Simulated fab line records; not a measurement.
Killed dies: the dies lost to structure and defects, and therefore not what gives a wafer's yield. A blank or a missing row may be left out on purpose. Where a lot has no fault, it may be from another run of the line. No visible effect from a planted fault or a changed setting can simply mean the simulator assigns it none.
Which tool is to blame? + flow sky130 + Sampling: 12 lots, 36 wafers, 5 of 708 route steps

== WHAT THE GAUGES READ, wafer by wafer ==
SKY_RES_PROTECT_TW_MEAS_08. Usual: for POLY_GATE_TW the level is 4077 and the standard deviation is 19.
| lot  | measured     | on            | POLY_GATE_TW   | flag |
|------|--------------|---------------|----------------|------|
| L458 | day 16 00:35 | film metro-03 | 4100 4081 4092 |      |
| L461 | day 16 03:35 | film metro-02 | 4041 4077 4061 |      |
| L462 | day 16 23:38 | film metro-02 | 4068 4059 4075 |      |
| L465 | day 17 21:50 | film metro-02 | 4041 4028 4046 |      |
| L466 | day 17 23:38 | film metro-03 | 4087 4062 4078 |      |
| L467 | day 18 10:22 | film metro-01 | 4075 4069 4086 |      |
| L473 | day 20 15:07 | film metro-03 | 4043 4028 4063 |      |
| L474 | day 21 00:41 | film metro-03 | 4059 4066 4063 |      |
| L475 | day 21 09:50 | film metro-03 | 4073 4056 4062 |      |
| L476 | day 21 15:23 | film metro-03 | 4078 4073 4106 |      |
| L477 | day 22 13:01 | film metro-02 | 4058 4039 4080 |      |
| L479 | day 23 11:27 | film metro-02 | 4098 4070 4100 |      |

SKY_POLY_GATE_THK_MEAS_21. Usual: for POLY_GATE_OXIDATION_THK the level is 4.02 nm and the standard deviation is 0.087.
| lot  | measured     | on            | POLY_GATE_OXIDATION_THK (nm) | flag |
|------|--------------|---------------|------------------------------|------|
| L458 | day 17 14:17 | film metro-04 | 4.00 4.01 3.89               |      |
| L461 | day 17 14:17 | film metro-01 | 4.00 3.95 3.90               |      |
| L462 | day 18 12:43 | film metro-01 | 4.16 4.02 4.09               |      |
| L465 | day 19 08:05 | film metro-04 | 4.13 4.06 4.08               |      |
| L466 | day 19 11:56 | film metro-01 | 4.01 4.06 4.14               |      |
| L467 | day 19 21:46 | film metro-04 | 3.91 3.94 3.95               |      |
| L473 | day 22 01:04 | film metro-04 | 3.98 3.98 4.00               |      |
| L474 | day 22 10:35 | film metro-04 | 4.09 4.02 4.14               |      |
| L475 | day 22 19:59 | film metro-04 | 3.97 3.93 3.99               |      |
| L476 | day 23 01:02 | film metro-01 | 3.97 3.91 4.01               |      |
| L477 | day 23 22:25 | film metro-04 | 4.00 4.02 3.98               |      |
| L479 | day 24 20:23 | film metro-01 | 4.04 4.06 4.04               |      |

SKY_LDD_HVN_OVL_MEAS_07. Usual: for LDD_HVN_OVL the level is 1.3 nm and the standard deviation is 1.5.
| lot  | measured     | on         | LDD_HVN_OVL (nm) | flag |
|------|--------------|------------|------------------|------|
| L458 | day 21 10:37 | overlay-01 | -0.6 -0.8 -0.8   |      |
| L461 | day 21 11:17 | overlay-01 | -0.7 1.0 -1.2    |      |
| L462 | day 22 08:28 | overlay-02 | 2.1 4.0 0.6      |      |
| L465 | day 23 05:16 | overlay-02 | 1.7 1.6 3.2      |      |
| L466 | day 23 07:25 | overlay-02 | 0.0 -0.5 0.3     |      |
| L467 | day 23 17:08 | overlay-02 | 2.9 2.7 2.9      |      |
| L473 | day 25 20:32 | overlay-01 | 0.6 -2.0 -1.0    |      |
| L474 | day 26 06:56 | overlay-01 | 0.5 0.3 -0.6     |      |
| L475 | day 26 14:29 | overlay-01 | 2.6 1.8 2.8      |      |
| L476 | day 26 18:14 | overlay-02 | 1.7 -0.2 1.3     |      |
| L477 | day 27 15:23 | overlay-01 | 5.2 1.7 4.3      |      |
| L479 | day 28 11:35 | overlay-01 | 0.7 1.3 1.3      |      |

== EACH LOT AND THE TOOL THAT RAN IT (in order: tool; ch and the chambers of the sampled wafers; start) ==
| lot  | SKY_LDD_N_COAT_02                 | SKY_LDD_N_STRIP_16                   |
|------|-----------------------------------|--------------------------------------|
| L458 | litho track-04 ch 0, day 18 05:23 | plasma asher-02 ch 0,1, day 18 22:16 |
| L461 | litho track-04 ch 0, day 18 06:01 | plasma asher-03 ch 0,1, day 18 22:55 |
| L462 | litho track-03 ch 0, day 19 03:46 | plasma asher-02 ch 0,1, day 19 20:10 |
| L465 | litho track-03 ch 0, day 19 23:28 | plasma asher-02 ch 0,1, day 20 16:43 |
| L466 | litho track-03 ch 0, day 20 03:16 | plasma asher-01 ch 1, day 20 19:04   |
| L467 | litho track-03 ch 0, day 20 12:43 | plasma asher-02 ch 0,1, day 21 04:52 |
| L473 | litho track-03 ch 0, day 22 16:10 | plasma asher-03 ch 0,1, day 23 08:43 |
| L474 | litho track-04 ch 0, day 23 01:47 | plasma asher-02 ch 0,1, day 23 18:17 |
| L475 | litho track-03 ch 0, day 23 11:43 | plasma asher-03 ch 0,1, day 24 03:40 |
| L476 | litho track-03 ch 0, day 23 15:51 | plasma asher-03 ch 0,1, day 24 08:04 |
| L477 | litho track-02 ch 0, day 24 13:14 | plasma asher-02 ch 0,1, day 25 04:40 |
| L479 | litho track-04 ch 0, day 25 10:01 | plasma asher-01 ch 0,1, day 26 02:40 |
- SKY_LDD_N_COAT_02: resist thk 300 nm.
- SKY_LDD_N_STRIP_16: strips in O2/N2.

== WHAT THE TOOLS THEMSELVES READ (means of the sampled wafers that have a number; where no wafer has one, the mark that the record gives instead) ==
SKY_LDD_N_COAT_02. Usual: chill plate temp C 23.00 C, standard deviation 0.11; exhaust pa 44.9 Pa, standard deviation 0.95.
| lot  | tool           | chill plate temp C (C) | exhaust pa (Pa) | flag |
|------|----------------|------------------------|-----------------|------|
| L458 | litho track-04 | 22.97                  | 43.3            |      |
| L461 | litho track-04 | 23.04                  | 45.8            |      |
| L462 | litho track-03 | 23.01                  | 43.9            |      |
| L465 | litho track-03 | 23.12                  | 45.2            |      |
| L466 | litho track-03 | 23.04                  | 44.3            |      |
| L467 | litho track-03 | 22.94                  | 43.7            |      |
| L473 | litho track-03 | 22.97                  | 45.7            |      |
| L474 | litho track-04 | 23.01                  | 45.5            |      |
| L475 | litho track-03 | 23.04                  | 45.6            |      |
| L476 | litho track-03 | 23.03                  | 45.7            |      |
| L477 | litho track-02 | 23.06                  | 43.1            |      |
| L479 | litho track-04 | 23.01                  | 44.5            |      |

SKY_LDD_N_STRIP_16. Usual: drypump motor current A 5.7 A, standard deviation 0.39; n2 flow sccm 300.2 sccm, standard deviation 0.9; oes product au 0.406 a.u., standard deviation 0.0047; strip time to endpoint s 4.308 s, standard deviation 0.015.
| lot  | tool            | drypump motor current A (A) | n2 flow sccm (sccm) | oes product au (a.u.) | strip time to endpoint s (s) | flag |
|------|-----------------|-----------------------------|---------------------|-----------------------|------------------------------|------|
| L458 | plasma asher-02 | 5.6                         | 299.7               | 0.405                 | 4.319                        |      |
| L461 | plasma asher-03 | 5.9                         | 299.6               | 0.408                 | 4.303                        |      |
| L462 | plasma asher-02 | 5.6                         | 301.2               | 0.407                 | 4.299                        |      |
| L465 | plasma asher-02 | 5.8                         | 300.0               | 0.407                 | 4.391                        | OFF  |
| L466 | plasma asher-01 | 5.9                         | 298.7               | 0.408                 | 4.372                        | OFF  |
| L467 | plasma asher-02 | 5.8                         | 299.4               | 0.410                 | 4.386                        | OFF  |
| L473 | plasma asher-03 | 5.9                         | 299.9               | 0.402                 | 4.322                        |      |
| L474 | plasma asher-02 | 5.8                         | 301.2               | 0.398                 | 4.283                        |      |
| L475 | plasma asher-03 | 5.9                         | 300.2               | 0.407                 | 4.303                        |      |
| L476 | plasma asher-03 | 5.9                         | 300.4               | 0.402                 | 4.304                        |      |
| L477 | plasma asher-02 | 5.6                         | 300.6               | 0.403                 | 4.315                        |      |
| L479 | plasma asher-01 | 5.8                         | 300.3               | 0.408                 | 4.311                        |      |

== THE ANSWER, worked out from the rows above alone ==
Rule: lot off if the mean of its wafers having a number is beyond 3 standard deviations from the usual mean. A lot without any number at a reading at which 4 lots or more have one is off too. Any other lot the step has rows for is counted as sound. Order of review: gauges by route order, followed by the tools' own readings, for which a lot's mean as printed above is used. The first step at which some lot is off is used, and at that step the reading that is off furthest; a lot without a number counts as furthest.
Off, at SKY_LDD_N_STRIP_16 on strip time to endpoint s: L465, L466, L467.
If a tool, at that step or one of the process steps before it, ran each lot that is off and ran no sound lot following the first of them, it fits. No candidate that was tried fits.

== WHAT WAS PUT IN BY THE SIMULATOR ==
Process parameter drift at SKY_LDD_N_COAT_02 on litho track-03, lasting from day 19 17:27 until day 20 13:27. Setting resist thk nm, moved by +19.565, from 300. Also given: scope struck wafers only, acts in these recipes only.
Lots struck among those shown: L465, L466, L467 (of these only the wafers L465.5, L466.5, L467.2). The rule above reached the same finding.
